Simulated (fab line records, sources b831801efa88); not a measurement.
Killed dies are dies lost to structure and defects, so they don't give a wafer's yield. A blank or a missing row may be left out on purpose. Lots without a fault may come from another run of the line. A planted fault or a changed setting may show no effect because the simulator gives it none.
Which tool did it? | flow gf180mcu | 12 lots, 35 wafers sampled, at 5 steps of a route of 602

WHAT THE GAUGES READ, wafer by wafer
GF_HV_LDD_TW_MEAS_23. Usual: HV_LDD_2_TW 1060, standard deviation 15.
lot  | measured     | on            | HV_LDD_2_TW    | flag
L185 | day 12 04:35 | film_metro-01 | 1064 1054 1053 |
L186 | day 12 18:01 | film_metro-04 | 1072 1077 1077 |
L187 | day 13 05:46 | film_metro-01 | 1053 1053      |
L188 | day 13 09:01 | film_metro-03 | 1051 1050 1051 |
L189 | day 13 12:52 | film_metro-03 | 1048 1048 1047 |
L191 | day 14 03:19 | film_metro-01 | 1052 1052 1057 |
L192 | day 14 14:19 | film_metro-04 | 932 936 933    | OFF
L193 | day 14 20:07 | film_metro-04 | 930 932 936    | OFF
L194 | day 15 03:10 | film_metro-04 | 925 936 930    | OFF
L195 | day 15 10:20 | film_metro-04 | 1086 1079 1086 |
L201 | day 17 09:37 | film_metro-01 | 1048 1047 1042 |
L202 | day 17 20:01 | film_metro-01 | 1043 1047 1050 |

GF_HV_LDD_THK_MEAS_55. Usual: HV_LDD_CVD_54_THK 9.98 nm, standard deviation 0.13.
lot  | measured     | on            | HV_LDD_CVD_54_THK (nm) | flag
L185 | day 13 22:49 | film_metro-04 | 10.10 10.14 10.12      |
L186 | day 14 12:20 | film_metro-04 | 9.92 9.86 9.91         |
L187 | day 15 01:20 | film_metro-03 | 10.03 10.00            |
L188 | day 15 03:35 | film_metro-04 | 9.83 9.79 9.81         |
L189 | day 15 07:20 | film_metro-03 | 10.10 9.95 9.87        |
L191 | day 15 23:40 | film_metro-01 | 10.08 10.03 9.99       |
L192 | day 16 12:22 | film_metro-04 | 9.82 9.94 9.94         |
L193 | day 16 17:23 | film_metro-04 | 10.20 10.14 10.13      |
L194 | day 17 01:44 | film_metro-01 | 9.89 9.80 9.88         |
L195 | day 17 10:36 | film_metro-03 | 9.99 10.08 10.01       |
L201 | day 19 12:13 | film_metro-01 | 10.13 10.02 9.93       |
L202 | day 19 22:32 | film_metro-04 | 10.26 10.27 10.22      |

WHICH TOOL RAN EACH LOT (tool, then ch and the chambers of the sampled wafers, then the start)
lot  | GF_DUAL_GATE_STRIP_13                | GF_HV_LDD_IMPLANT_21            | GF_HV_LDD_RTA_52
L185 | plasma_asher-03 ch 0,1, day 9 14:06  | implanter-01 ch 0, day 12 04:23 | rtp_anneal-02 ch 0, day 13 21:37
L186 | plasma_asher-01 ch 0,1, day 10 03:46 | implanter-04 ch 0, day 12 17:47 | rtp_anneal-02 ch 0, day 14 11:08
L187 | plasma_asher-01 ch 1, day 10 14:37   | implanter-01 ch 0, day 13 05:31 | rtp_anneal-02 ch 0, day 15 00:07
L188 | plasma_asher-03 ch 0,1, day 10 17:31 | implanter-01 ch 0, day 13 08:46 | rtp_anneal-02 ch 0, day 15 02:19
L189 | plasma_asher-03 ch 0,1, day 10 21:37 | implanter-01 ch 0, day 13 12:37 | rtp_anneal-01 ch 0, day 15 06:07
L191 | plasma_asher-01 ch 0,1, day 11 11:07 | implanter-04 ch 0, day 14 03:04 | rtp_anneal-01 ch 0, day 15 22:28
L192 | plasma_asher-01 ch 0,1, day 11 21:10 | implanter-01 ch 0, day 14 14:04 | rtp_anneal-01 ch 0, day 16 11:10
L193 | plasma_asher-03 ch 0,1, day 12 02:49 | implanter-01 ch 0, day 14 19:53 | rtp_anneal-01 ch 0, day 16 16:11
L194 | plasma_asher-03 ch 1, day 12 09:04   | implanter-01 ch 0, day 15 02:56 | rtp_anneal-02 ch 0, day 17 00:32
L195 | plasma_asher-04 ch 0,1, day 12 14:53 | implanter-04 ch 0, day 15 10:07 | rtp_anneal-02 ch 0, day 17 08:38
L201 | plasma_asher-01 ch 0,1, day 14 10:25 | implanter-01 ch 0, day 17 09:22 | rtp_anneal-01 ch 0, day 19 11:01
L202 | plasma_asher-04 ch 0,1, day 14 16:04 | implanter-01 ch 0, day 17 19:47 | rtp_anneal-01 ch 0, day 19 21:20
- GF_DUAL_GATE_STRIP_13: strips in O2/N2.
- GF_HV_LDD_IMPLANT_21
- GF_HV_LDD_RTA_52: time 10 s.

WHAT THE TOOLS THEMSELVES READ (means of the sampled wafers that have a number; where no wafer has one, the mark that the record gives instead)
GF_DUAL_GATE_STRIP_13. Usual: chamber_pressure_mTorr 1500 mTorr, standard deviation 6; drypump_motor_current_A 5.7 A, standard deviation 0.36; heater_power_w 331 W, standard deviation 12; o2_flow_sccm 3000 sccm, standard deviation 8.7; oes_product_au 0.723 a.u., standard deviation 0.0045; platen_temp_c 249.97 C, standard deviation 0.17; strip_time_to_endpoint_s 12.45 s, standard deviation 0.034.
lot  | tool            | chamber_pressure_mTorr (mTorr) | drypump_motor_current_A (A) | heater_power_w (W) | o2_flow_sccm (sccm) | oes_product_au (a.u.) | platen_temp_c (C) | strip_time_to_endpoint_s (s) | flag
L185 | plasma_asher-03 | 1501                           | 5.8                         | 341                | 2993                | 0.726                 | 250.00            | 12.47                        |
L186 | plasma_asher-01 | 1500                           | 5.5                         | 325                | 2998                | 0.724                 | 249.80            | 12.44                        |
L187 | plasma_asher-01 | 1500                           | 5.4                         | 336                | 3002                | 0.718                 | 250.20            | 12.43                        |
L188 | plasma_asher-03 | 1500                           | 5.9                         | 327                | 3004                | 0.723                 | 250.11            | 12.40                        |
L189 | plasma_asher-03 | 1498                           | 5.9                         | 322                | 2999                | 0.723                 | 250.01            | 12.45                        |
L191 | plasma_asher-01 | 1498                           | 5.4                         | 334                | 3005                | 0.722                 | 250.04            | 12.42                        |
L192 | plasma_asher-01 | 1500                           | 5.4                         | 337                | 2989                | 0.724                 | 249.95            | 12.43                        |
L193 | plasma_asher-03 | 1500                           | 5.8                         | 338                | 2994                | 0.724                 | 250.27            | 12.47                        |
L194 | plasma_asher-03 | 1500                           | 5.6                         | 351                | 3002                | 0.727                 | 250.05            | 12.43                        |
L195 | plasma_asher-04 | 1501                           | 6.4                         | 339                | 2996                | 0.720                 | 250.14            | 12.49                        |
L201 | plasma_asher-01 | 1500                           | 5.5                         | 326                | 3003                | 0.723                 | 249.95            | 12.49                        |
L202 | plasma_asher-04 | 1500                           | 6.4                         | 331                | 2999                | 0.722                 | 249.86            | 12.43                        |

GF_HV_LDD_IMPLANT_21. Usual: beam_energy_keV 25.580, standard deviation 0.0085; dose_ions_cm2 5e+13, standard deviation 5.3e+10; end_station_pressure_torr 5.22e-06 Torr, standard deviation 2.7e-07; faraday_current_uA 282, standard deviation 5.9.
lot  | tool         | beam_energy_keV | dose_ions_cm2 | end_station_pressure_torr (Torr) | faraday_current_uA | flag
L185 | implanter-01 | 25.577          | 5e+13         | 5.23e-06                         | 281                |
L186 | implanter-04 | 25.578          | 5e+13         | 5.07e-06                         | 283                |
L187 | implanter-01 | 25.584          | 5e+13         | 4.99e-06                         | 286                |
L188 | implanter-01 | 25.583          | 5e+13         | 5.01e-06                         | 283                |
L189 | implanter-01 | 25.582          | 5e+13         | 4.88e-06                         | 282                |
L191 | implanter-04 | 25.571          | 5e+13         | 5.24e-06                         | 282                |
L192 | implanter-01 | 25.566          | 3e+13         | 4.95e-06                         | 179                | OFF
L193 | implanter-01 | 25.581          | 3e+13         | 5.21e-06                         | 176                | OFF
L194 | implanter-01 | 25.581          | 3e+13         | 5.18e-06                         | 175                | OFF
L195 | implanter-04 | 25.576          | 5e+13         | 5.00e-06                         | 280                |
L201 | implanter-01 | 25.581          | 5e+13         | 5.30e-06                         | 276                |
L202 | implanter-01 | 25.590          | 5e+13         | 5.38e-06                         | 280                |

GF_HV_LDD_RTA_52. Usual: lamp_power_pct 36.4 %, standard deviation 1.2; wafer_temp_C_max 1004.9, standard deviation 1.8.
lot  | tool          | lamp_power_pct (%) | wafer_temp_C_max | flag
L185 | rtp_anneal-02 | 35.1               | 1006.3           |
L186 | rtp_anneal-02 | 35.1               | 1006.9           |
L187 | rtp_anneal-02 | 35.2               | 1007.5           |
L188 | rtp_anneal-02 | 35.1               | 1006.4           |
L189 | rtp_anneal-01 | 37.5               | 1003.6           |
L191 | rtp_anneal-01 | 37.5               | 1004.0           |
L192 | rtp_anneal-01 | 37.5               | 1003.4           |
L193 | rtp_anneal-01 | 37.5               | 1004.3           |
L194 | rtp_anneal-02 | 35.1               | 1007.6           |
L195 | rtp_anneal-02 | 35.1               | 1006.7           |
L201 | rtp_anneal-01 | 37.5               | 1003.4           |
L202 | rtp_anneal-01 | 37.5               | 1003.4           |

THE ANSWER, worked out from the rows above alone
Rule: a lot is off if the mean of its wafers that have a number lies more than 3 standard deviations from the usual mean. A lot without any number at a reading at which 4 lots or more have one is off too. The other lots that the step has rows for count as sound. The gauges are gone through in route order, then the tools' own readings, and for those a lot's mean is taken as printed above. The first step at which some lot is off is used, and at that step the reading that is off furthest; a lot without a number counts as furthest.
Off: L192, L193, L194, at GF_HV_LDD_TW_MEAS_23 (HV_LDD_2_TW).
A tool fits if, at a process step before that reading, it ran every lot that is off, and no sound lot after the first of them. The gauges at GF_HV_LDD_TW_MEAS_23 aren't tried: what is off there is off at GF_HV_LDD_IMPLANT_21 too, on other tools, and a gauge's error can't cause that. None of those tried fits.

WHAT THE SIMULATOR HAD PUT IN
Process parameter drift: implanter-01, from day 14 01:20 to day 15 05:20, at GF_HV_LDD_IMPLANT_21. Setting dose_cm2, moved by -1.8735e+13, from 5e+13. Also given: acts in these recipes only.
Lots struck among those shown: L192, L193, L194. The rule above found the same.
